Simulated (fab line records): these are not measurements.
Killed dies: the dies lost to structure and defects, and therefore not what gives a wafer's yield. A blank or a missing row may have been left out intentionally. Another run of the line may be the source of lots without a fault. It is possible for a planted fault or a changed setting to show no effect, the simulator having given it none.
Matching of chambers	flow sfq-line	cmp-01 running SFQ_TRILAYER_I2_CMP_CMP_064: 4 sister chambers
The step polishes SiO2. 4 wafers are shown with their chamber, then 10 later ones without.

## WAFERS PAIRED WITH THEIR CHAMBERS
wafer	chamber	motor-current-A (A)
L601.5	1	10.0
L605.5	3	10.9
L610.4	0	9.1
L610.3	2	10.3

## WAFERS WITHOUT THEIR CHAMBER
wafer	motor-current-A (A)
L610.6	10.5
L614.3	9.0
L614.4	9.8
L614.5	8.8
L616.1	10.5
L616.5	8.9
L616.6	10.7
L617.1	10.7
L617.3	9.2
L617.5	9.6

## WHICH CHAMBER EACH ONE RAN IN
wafer	from the rows above	in truth
L610.6	can't be placed: 2 or 3 or 1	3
L614.3	0	0
L614.4	can't be placed: 1 or 2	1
L614.5	0	0
L616.1	can't be placed: 2 or 3 or 1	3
L616.5	0	0
L616.6	can't be placed: 3 or 2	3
L617.1	can't be placed: 3 or 2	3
L617.3	0	0
L617.5	can't be placed: 1 or 0 or 2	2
Correct placement for 4 of the 10. From these rows, 6 cannot be placed; in 6 the true chamber is one of the candidates. Number placed wrongly: 0.
How it was worked out, from the rows above alone: a wafer's distance from a chamber is the root of the sum, over the readings, of the square of ((its reading less the chamber's mean) divided by the reading's scatter). The wafer belongs to the nearest chamber; if the next one is less than 2 further off, it can't be placed. The mean given for a chamber averages the wafers shown for that chamber. The scatter: root of mean squared gap, hidden wafer to nearest shown wafer, with one shown wafer a chamber.
